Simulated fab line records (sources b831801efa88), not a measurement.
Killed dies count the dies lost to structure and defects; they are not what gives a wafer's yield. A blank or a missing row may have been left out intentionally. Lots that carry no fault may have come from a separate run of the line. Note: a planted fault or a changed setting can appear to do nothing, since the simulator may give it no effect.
Problem report in the 8D (eight disciplines) form, filled by code + flow gf180mcu + the parts of the form that need people (team, actions taken, sign-off) are left out

## 1. WHAT IS WRONG
Wafers without a fault read 140.00, standard deviation 0.13; exposure dose mJ cm2 at GF_HV_LDD_EXPOSE_43 reads a mean of 137.45 on 6 wafers belonging to 2 lots. That is -20 standard deviations from the usual mean.
The step: exposes mask Pplus HV AREA, target cd 400 nm.
First observed at day 15 04:34: wafer L139.1, on iline stepper-01. At this step, 30 wafers from 10 lots have a number in the record. Rule for "out", or "out of limits": more than 4 standard deviations from the usual mean. All remaining wafers that have a number are taken as sound.

## 2. WHAT IT IS; WHAT IT IS NOT
| question                    | is                     | is not                                                                                      |
|-----------------------------|------------------------|---------------------------------------------------------------------------------------------|
| which readings at this step | exposure dose mJ cm2   | -                                                                                           |
| which lots                  | L139, L140             | L130, L131, L132, L142, L144, L148, L149, L150                                              |
| which wafers of those lots  | all that have a number | -                                                                                           |
| read on which tools         | iline stepper-01       | iline stepper-02                                                                            |
| when                        | from day 15 04:34      | up to then (9 sound wafers); but 15 sound wafers of L142, L144, L148, L149, L150 came after |

## 3. SUSPECTS, AND WHAT RULES EACH OUT
Counting: a tool at a process step up to the reading stays a suspect if it ran every lot that is out and no sound lot after the first of them.
- plasma asher-01 at GF_HV_LDD_STRIP_37 (strips in O2/N2): ruled out as a lasting fault. Following L139 (day 14 17:31), the first lot on it that is out, the sound lots L142, L148, L149 were run on it.
- iline stepper-01 at GF_HV_LDD_EXPOSE_43 (exposes mask Pplus HV AREA, target cd 400 nm): kept. All lots that are out passed through it, beginning with L139 at day 15 04:34, and no sound lot followed; its final sound lot before that point was L132 at day 12 21:27. Its own readings are out on those wafers: exposure dose mJ cm2.
The count leaves iline stepper-01 at GF_HV_LDD_EXPOSE_43.

## 4. THE CAUSE (what the simulator had put in)
Process parameter drift: iline stepper-01, from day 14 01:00 on, at GF_HV_LDD_EXPOSE_43. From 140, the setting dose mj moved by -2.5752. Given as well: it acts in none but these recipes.
Only this tool survived the counting.

## 5. THE CHAIN OF EFFECTS, in route order
Each row: a reading whose mean over the struck wafers that have a number lies more than 3 standard deviations from the usual. Readings are gone through only where the record gives a usual standard deviation; hours: the median, over the lots, of the time from a lot's start at the first step in this table giving one to that lot's start at this step; sigmas: the change measured in usual standard deviations.
| hours | step                | reading              | usual  | on struck wafers | change | sigmas |
|-------|---------------------|----------------------|--------|------------------|--------|--------|
| 0     | GF_HV_LDD_EXPOSE_43 | exposure dose mJ cm2 | 140.00 | 137.45           | -2.55  | -20    |
It contains these process steps:
- GF_HV_LDD_EXPOSE_43: exposes mask Pplus HV AREA, target cd 400 nm.
Later measuring or inspecting steps at which every struck wafer that the step has a row for has a number for every such reading, and none has moved that far: GF_HV_LDD_CD_MEAS_46, GF_SALICIDE_RS_MEAS_04.

## 6. HOW IT WOULD HAVE BEEN CAUGHT EARLIER
28 hours passed between the start of the fault at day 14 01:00 and the first reading out of limits in this record, taken at day 15 04:34.
